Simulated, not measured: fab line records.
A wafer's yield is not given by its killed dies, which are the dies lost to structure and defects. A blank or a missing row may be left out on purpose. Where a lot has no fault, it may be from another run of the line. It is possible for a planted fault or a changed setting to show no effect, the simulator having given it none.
Struck lot and sound lot, side by side ; flow sky130 ; 42 steps out of a route of 708
Sound: wafers L376.1, L376.2, L376.3. Struck: wafers L383.2, L383.4, L383.6. The cause is named last.
At each step with rows: each side's tool, then ch and its chambers, then its first start. Under that, the readings that differ: sound wafers ; struck wafers ; difference of the means ; sigmas: that difference in standard deviations of wafers without a fault.
alike: same words and numbers on both sides, and readings whose means sit less than 2 such deviations apart. not compared: any withheld reading, any reading some wafer has no value for, any bound like >300 that may hide the same value, and any number with overlapping values for which the record gives no deviation.
The two part at a step that has a row with sigmas, a row that says differs or no value, or rows on one side only. Numbers that don't overlap but have no deviation are shown without sigmas and don't part them. A reading that every wafer of one side lacks parts them only if that side has two wafers or more.

first, 1 step without rows for these wafers: SKY_DNWELL_IMPLANT_07.
SKY_DNWELL_STRIP_08: strips in O2/N2.
  sound on plasma asher-04 ch 0,1, day 5 01:52; struck on plasma asher-04 ch 1, day 6 11:16
reading;sound;struck;difference;sigmas
strip time to endpoint s (s);37.03 37.03 37.04;36.85 36.84 36.69;-0.24;-2
  alike: drypump motor current A, n2 flow sccm, oes product au
  not compared: rf hours counter h
SKY_DNWELL_TW_MEAS_09:
  sound on film metro-04 at day 5 01:58; struck on film metro-04 at day 6 11:23
  alike: DNWELL_TW
then, 7 steps without rows for these wafers: SKY_PWDE_DEHYDRATE_00 (time 60 s); SKY_PWDE_HMDS_01 (prime time 60 s); SKY_PWDE_COAT_02 (resist thk 3000 nm); SKY_PWDE_SOFTBAKE_03; SKY_PWDE_EXPOSE_04 (exposes mask PWDEM, target cd 840 nm); SKY_PWDE_PEB_05; SKY_PWDE_DEVELOP_06 (develop time 60 s).
SKY_PWDE_OVL_MEAS_07:
  sound on overlay-02 at day 5 19:55; struck on overlay-01 at day 7 07:04
  alike: PWDE_OVL
next, for these wafers, 1 step has no rows: SKY_PWDE_IMPLANT_08.
SKY_PWDE_STRIP_09: strips in O2/N2.
  sound on plasma asher-02 ch 0,1, day 5 20:06; struck on plasma asher-02 ch 0,1, day 7 07:15
  alike: drypump motor current A, n2 flow sccm, oes product au, strip time to endpoint s
  not compared: rf hours counter h
SKY_PWDE_TW_MEAS_10:
  sound on film metro-04 at day 5 20:12; struck on film metro-02 at day 7 07:22
  alike: PWDE_TW
then, 7 steps without rows for these wafers: SKY_NWELL_DEHYDRATE_03 (time 60 s); SKY_NWELL_HMDS_04 (prime time 60 s); SKY_NWELL_COAT_05 (resist thk 2947 nm); SKY_NWELL_SOFTBAKE_06; SKY_NWELL_EXPOSE_07 (exposes mask NWM, target cd 840 nm); SKY_NWELL_PEB_08; SKY_NWELL_DEVELOP_09 (develop time 60 s).
SKY_NWELL_OVL_MEAS_10:
  sound on overlay-01 at day 6 14:22; struck on overlay-01 at day 8 02:44
  alike: NWELL_00_OVL
then, 3 steps without rows for these wafers: SKY_NWELL_IMPLANT_11; SKY_NWELL_IMPLANT_12; SKY_NWELL_IMPLANT_13.
SKY_NWELL_STRIP_14: strips in O2/N2.
  sound on plasma asher-01 ch 0,1, day 6 14:51; struck on plasma asher-03 ch 0, day 8 03:13
  alike: drypump motor current A, n2 flow sccm, oes product au, strip time to endpoint s
  not compared: rf hours counter h
SKY_NWELL_TW_MEAS_15:
  sound on film metro-04 at day 6 14:57; struck on film metro-04 at day 8 03:19
  alike: NWELL_TW
then, 7 steps without rows for these wafers: SKY_NWELL_DEHYDRATE_16 (time 60 s); SKY_NWELL_HMDS_17 (prime time 60 s); SKY_NWELL_COAT_18 (resist thk 3000 nm); SKY_NWELL_SOFTBAKE_19; SKY_NWELL_EXPOSE_20 (exposes mask NWM COMPLEMENT, target cd 840 nm); SKY_NWELL_PEB_21; SKY_NWELL_DEVELOP_22 (develop time 60 s).
SKY_NWELL_OVL_MEAS_23:
  sound on overlay-01 at day 7 10:58; struck on overlay-01 at day 9 00:11
  alike: NWELL_01_OVL
next, for these wafers, 1 step has no rows: SKY_NWELL_IMPLANT_24.
SKY_NWELL_STRIP_25: strips in O2/N2.
  sound on plasma asher-01 ch 0,1, day 7 11:10; struck on plasma asher-04 ch 0,1, day 9 00:22
  alike: drypump motor current A, n2 flow sccm, oes product au, strip time to endpoint s
  not compared: rf hours counter h
SKY_NWELL_TW_MEAS_26:
  sound on film metro-04 at day 7 11:16; struck on film metro-04 at day 9 00:28
  alike: NWELL_2_TW
then, 1 step without rows for these wafers: SKY_NWELL_CLEAN_27 (cleans in SC1/SC2, time 150 s).
SKY_NWELL_RTA_28: time 30 s.
  sound on rtp anneal-01 ch 0, day 7 11:22; struck on rtp anneal-02 ch 0, day 9 00:36
  alike: lamp power pct, wafer_temp_C_max
SKY_NWELL_RS_MEAS_29: a four-point-probe measurement.
  sound on film metro-03 at day 7 11:28; struck on film metro-03 at day 9 00:42
  alike: NWELL_RS
-- the record jumps here: 40 days lie between the struck wafers' starts before and after (it left off in module NWELL and takes up again in module PAD_OPEN, whose first step shown is number 708 of the route) --
SKY_PAD_OPEN_PROBE_99:
  sound on prober-02 at day 48 01:32; struck on prober-02 at day 49 06:05
reading;sound;struck;difference;sigmas
killed at front end;12 11 20;70 60 26;+38;+8
killed dies;81 84 93;150 109 104;+35;+4
  alike: killed_at_M0_to_M3, killed_at_M4_up, killed at contacts, killed at other, killed open, killed short

== WHERE THEY PART ==
First at SKY_DNWELL_STRIP_08; last, within this record, at SKY_PAD_OPEN_PROBE_99.

WHY: whatever the simulator had introduced
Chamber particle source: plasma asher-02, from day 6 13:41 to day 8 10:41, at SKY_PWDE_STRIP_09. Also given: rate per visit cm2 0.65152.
